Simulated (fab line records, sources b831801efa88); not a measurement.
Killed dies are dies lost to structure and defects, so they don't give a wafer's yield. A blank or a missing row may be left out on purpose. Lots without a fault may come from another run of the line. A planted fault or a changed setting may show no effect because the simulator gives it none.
Which tool did it? | flow sky130 | 12 lots, 36 wafers sampled, at 5 steps of a route of 708

WHAT THE GAUGES READ, wafer by wafer
SKY_NWELL_THK_MEAS_02. Usual: NWELL_OXIDATION_THK 10.10 nm, standard deviation 0.21.
lot  | measured    | on            | NWELL_OXIDATION_THK (nm) | flag
L164 | day 2 20:57 | film_metro-04 | 10.07 10.01 10.00        |
L169 | day 4 17:50 | film_metro-03 | 9.98 9.95 10.01          |
L170 | day 4 17:55 | film_metro-03 | 10.40 10.50 10.41        |
L173 | day 4 22:05 | film_metro-01 | 10.11 9.97 9.98          |
L174 | day 5 01:56 | film_metro-03 | 9.82 9.83 9.77           |
L175 | day 5 14:15 | film_metro-01 | 10.20 10.27 9.89         |
L176 | day 5 14:16 | film_metro-04 | 10.17 10.14 10.21        |
L183 | day 7 03:40 | film_metro-03 | 9.71 9.81 9.80           |
L182 | day 7 03:40 | film_metro-04 | 9.82 9.87 9.69           |
L184 | day 7 07:31 | film_metro-03 | 9.82 9.79 9.72           |
L185 | day 7 08:53 | film_metro-01 | 9.92 9.84 9.98           |
L186 | day 7 16:36 | film_metro-01 | 10.13 10.11 10.37        |

SKY_VT_ADJUST_LVTN_TW_MEAS_10. Usual: VT_ADJUST_LVTN_TW 241.6, standard deviation 1.1.
lot  | measured     | on            | VT_ADJUST_LVTN_TW                   | flag
L164 | day 6 21:18  | film_metro-02 | 243.0 242.3 242.0                   |
L169 | day 9 13:32  | film_metro-04 | 242.5 241.3 241.5                   |
L170 | day 9 14:33  | film_metro-04 | 242.0 241.2 241.9                   |
L173 | day 9 17:20  | film_metro-01 | 241.1 241.2 242.0                   |
L174 | day 9 23:31  | film_metro-02 | 242.6 243.0 241.6                   |
L175 | day 10 13:59 | film_metro-04 | 241.8 242.2 242.5                   |
L176 | day 10 15:11 | film_metro-01 | 240.0 240.4 241.4                   |
L183 | day 12 15:31 | film_metro-02 | 241.2 241.4 243.0                   |
L182 | day 12 15:11 | film_metro-02 | 241.7 241.0 241.3                   |
L184 | day 12 21:03 | film_metro-01 | 216.3 215.9 216.8 217.2 217.9 216.3 | OFF
L185 | day 13 00:12 | film_metro-01 | 218.3 217.7 218.5 218.6 219.3 218.9 | OFF
L186 | day 13 07:04 | film_metro-01 | 241.9 241.9 242.1                   |

SKY_VT_ADJUST_LVTN_TW_MEAS_21. Usual: VT_ADJUST_LVTN_2_TW 188.3, standard deviation 0.92.
lot  | measured     | on            | VT_ADJUST_LVTN_2_TW | flag
L164 | day 7 17:06  | film_metro-01 | 187.7 187.6 189.0   |
L169 | day 10 12:26 | film_metro-02 | 187.7 186.5 187.7   |
L170 | day 10 13:03 | film_metro-02 | 187.5 186.9 187.2   |
L173 | day 10 15:20 | film_metro-01 | 188.9 187.2 187.3   |
L174 | day 10 21:33 | film_metro-04 | 188.1 189.1 188.1   |
L175 | day 11 12:29 | film_metro-04 | 186.9 187.3 187.6   |
L176 | day 11 13:05 | film_metro-01 | 189.5 189.4 190.0   |
L183 | day 13 17:04 | film_metro-02 | 189.0 188.9 189.0   |
L182 | day 13 16:30 | film_metro-01 | 189.9 188.2 187.7   |
L184 | day 13 23:39 | film_metro-01 | 188.0 187.7 187.7   |
L185 | day 14 02:03 | film_metro-02 | 188.8 188.0 188.7   |
L186 | day 14 09:29 | film_metro-02 | 188.0 188.6 188.3   |

WHICH TOOL RAN EACH LOT (tool, then ch and the chambers of the sampled wafers, then the start)
lot  | SKY_DNWELL_STRIP_08                 | SKY_VT_ADJUST_LVTN_IMPLANT_08
L164 | plasma_asher-03 ch 0,1, day 3 11:10 | implanter-04 ch 0, day 6 21:04
L169 | plasma_asher-01 ch 0, day 5 10:53   | implanter-03 ch 0, day 9 13:17
L170 | plasma_asher-02 ch 0,1, day 5 11:29 | implanter-02 ch 0, day 9 14:19
L173 | plasma_asher-02 ch 0,1, day 5 15:11 | implanter-03 ch 0, day 9 17:05
L174 | plasma_asher-02 ch 0,1, day 5 20:05 | implanter-03 ch 0, day 9 23:19
L175 | plasma_asher-03 ch 0,1, day 6 07:31 | implanter-03 ch 0, day 10 13:44
L176 | plasma_asher-02 ch 0,1, day 6 07:32 | implanter-04 ch 0, day 10 14:57
L183 | plasma_asher-01 ch 1, day 7 22:52   | implanter-03 ch 0, day 12 15:16
L182 | plasma_asher-03 ch 1, day 7 22:35   | implanter-03 ch 0, day 12 14:57
L184 | plasma_asher-03 ch 0,1, day 8 03:41 | implanter-03 ch 0, day 12 20:50
L185 | plasma_asher-01 ch 0, day 8 05:08   | implanter-03 ch 0, day 12 23:58
L186 | plasma_asher-02 ch 0,1, day 8 12:46 | implanter-04 ch 0, day 13 06:49
- SKY_DNWELL_STRIP_08: strips in O2/N2.
- SKY_VT_ADJUST_LVTN_IMPLANT_08

WHAT THE TOOLS THEMSELVES READ (means of the sampled wafers that have a number; where no wafer has one, the mark that the record gives instead)
SKY_DNWELL_STRIP_08. Usual: chamber_pressure_mTorr 1500.0 mTorr, standard deviation 1.4; drypump_motor_current_A 5.6 A, standard deviation 0.46; oes_product_au 0.723 a.u., standard deviation 0.0044; strip_time_to_endpoint_s 37.37 s, standard deviation 0.11.
lot  | tool            | chamber_pressure_mTorr (mTorr) | drypump_motor_current_A (A) | oes_product_au (a.u.) | strip_time_to_endpoint_s (s) | flag
L164 | plasma_asher-03 | 1500.8                         | 5.9                         | 0.722                 | 37.45                        |
L169 | plasma_asher-01 | 1499.4                         | 5.3                         | 0.723                 | 37.23                        |
L170 | plasma_asher-02 | 1498.6                         | 5.7                         | 0.722                 | 37.28                        |
L173 | plasma_asher-02 | 1500.8                         | 5.7                         | 0.722                 | 37.52                        |
L174 | plasma_asher-02 | 1500.5                         | 5.2                         | 0.722                 | 37.50                        |
L175 | plasma_asher-03 | 1498.2                         | 5.9                         | 0.727                 | 37.21                        |
L176 | plasma_asher-02 | 1500.0                         | 5.6                         | 0.722                 | 37.42                        |
L183 | plasma_asher-01 | 1499.9                         | 5.5                         | 0.718                 | 37.45                        |
L182 | plasma_asher-03 | 1499.8                         | 6.2                         | 0.726                 | 37.37                        |
L184 | plasma_asher-03 | 1500.4                         | 6.1                         | 0.723                 | 37.29                        |
L185 | plasma_asher-01 | 1499.3                         | 5.2                         | 0.724                 | 37.41                        |
L186 | plasma_asher-02 | 1500.3                         | 5.2                         | 0.723                 | 37.44                        |

SKY_VT_ADJUST_LVTN_IMPLANT_08. Usual: dose_ions_cm2 1.5696e+12, standard deviation 1.3e+09; faraday_current_uA 8.87, standard deviation 0.17.
lot  | tool         | dose_ions_cm2 | faraday_current_uA | flag
L164 | implanter-04 | 1.5698e+12    | 8.73               |
L169 | implanter-03 | 1.5713e+12    | 8.93               |
L170 | implanter-02 | 1.5692e+12    | 8.99               |
L173 | implanter-03 | 1.5689e+12    | 8.98               |
L174 | implanter-03 | 1.5687e+12    | 8.79               |
L175 | implanter-03 | 1.5704e+12    | 8.85               |
L176 | implanter-04 | 1.5688e+12    | 9.02               |
L183 | implanter-03 | 1.5698e+12    | 8.76               |
L182 | implanter-03 | 1.5693e+12    | 8.93               |
L184 | implanter-03 | 1.1050e+12    | 6.15               | OFF
L185 | implanter-03 | 1.1046e+12    | 6.22               | OFF
L186 | implanter-04 | 1.5691e+12    | 8.69               |

THE ANSWER, worked out from the rows above alone
Rule: a lot is off if the mean of its wafers that have a number lies more than 3 standard deviations from the usual mean. A lot without any number at a reading at which 4 lots or more have one is off too. The other lots that the step has rows for count as sound. The gauges are gone through in route order, then the tools' own readings, and for those a lot's mean is taken as printed above. The first step at which some lot is off is used, and at that step the reading that is off furthest; a lot without a number counts as furthest.
Off: L184, L185, at SKY_VT_ADJUST_LVTN_TW_MEAS_10 (VT_ADJUST_LVTN_TW).
A tool fits if, at a process step before that reading, it ran every lot that is off, and no sound lot after the first of them. The gauges at SKY_VT_ADJUST_LVTN_TW_MEAS_10 aren't tried: what is off there is off at SKY_VT_ADJUST_LVTN_IMPLANT_08 too, on other tools, and a gauge's error can't cause that. One fits: implanter-03 at SKY_VT_ADJUST_LVTN_IMPLANT_08. Its last sound lot is L183 (day 12 15:16), its first lot that is off L184 (day 12 20:50): a fault that began between those two fits.
The tool's own readings at SKY_VT_ADJUST_LVTN_IMPLANT_08 bear it out: on the lots that are off they differ by more than 5 times the standard deviation of the sound lots' means. dose_ions_cm2 reads 1.1048e+12 there against 1.5695e+12 on the sound lots; faraday_current_uA reads 6.19 there against 8.87 on the sound lots.

WHAT THE SIMULATOR HAD PUT IN
Process parameter drift: implanter-03, from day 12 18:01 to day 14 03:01, at SKY_VT_ADJUST_LVTN_IMPLANT_08. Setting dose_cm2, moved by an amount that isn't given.
Lots struck among those shown: L184, L185. The rule above found the same.
